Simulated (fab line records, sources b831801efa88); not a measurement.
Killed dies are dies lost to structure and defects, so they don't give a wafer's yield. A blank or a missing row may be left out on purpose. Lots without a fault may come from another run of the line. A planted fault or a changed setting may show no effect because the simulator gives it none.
One fault seen from 2 desks | flow sky130 | each desk has only its own numbers; what lay behind them comes last

THE METROLOGY DESK
What the gauges read, lot by lot, whatever tool the lot ran on: means of the sampled wafers that have a number. A lot is out of limits, marked OUT, if its mean lies more than 4 standard deviations from the usual mean; the brackets give that distance.
Columns: A = VT_ADJUST_LVTN_01_OVL at SKY_VT_ADJUST_LVTN_OVL_MEAS_18, usual 0.7 nm; B = POLY_GATE_OXIDATION_THK at SKY_POLY_GATE_THK_MEAS_21, usual 4.01 nm
lot  | first seen here | A    | B
L148 | day 7 22:07     | 0.8  | 3.89
L149 | day 8 06:43     | 2.0  | 4.04
L151 | day 9 03:02     | 1.6  | 3.89
L153 | day 9 15:23     | 0.8  | 4.06
L156 | day 10 07:14    | 1.2  | 4.01
L160 | day 11 02:44    | 0.3  | 3.96
L161 | day 11 09:08    | 2.1  | 4.00
L162 | day 11 15:13    | -0.3 | 4.10
L163 | day 12 02:38    | 2.0  | 4.01
L164 | day 12 03:25    | -0.8 | 3.95
L166 | day 13 01:29    | 0.9  | 4.10
L168 | day 13 16:01    | 0.3  | 4.00
L170 | day 14 00:10    | 1.4  | 4.15
This desk's finding: nothing out of limits on any of the 13 lots.

THE TOOL OWNER'S DESK: litho_track-02
The tool's own readings at SKY_METAL2_SOFTBAKE_11 (time 90 s): means of the sampled wafers that have a number, for each lot that ran on this tool. A lot is out of limits, marked OUT, if its mean lies more than 4 standard deviations from the usual mean; the brackets give that distance.
Columns: A = run_length_s at SKY_METAL2_SOFTBAKE_11, usual 119.41 s
lot  | first seen here | A
L148 | day 34 17:00    | 119.53
L149 | day 35 20:00    | 119.55
L153 | day 36 22:00    | 119.45
L160 | day 38 12:00    | 123.75 (+26) OUT
L161 | day 38 14:00    | 122.43 (+18) OUT
L162 | day 38 18:00    | 127.86 (+50) OUT
This desk's finding: out of limits on L160, L161, L162; first on L160, day 38 12:00 (run_length_s at SKY_METAL2_SOFTBAKE_11). In limits: L148, L149, L153.

PUT TOGETHER
The tool owner's desk could have raised an alarm at day 38 12:00, on L160, L161, L162.
The metrology desk saw nothing out of limits.
The metrology desk has L160, L161, L162 on record, within its limits.
Of the lots named, all ran SKY_METAL2_SOFTBAKE_11 on litho_track-02.

WHAT THE SIMULATOR HAD PUT IN
Process parameter drift: litho_track-02, from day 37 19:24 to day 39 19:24, at SKY_METAL2_SOFTBAKE_11. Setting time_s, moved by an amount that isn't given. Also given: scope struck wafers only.
Lots struck among those shown: L160, L161, L162.
Hours from the fault's start to each desk's first reading out of limits: the tool owner's desk, 17.
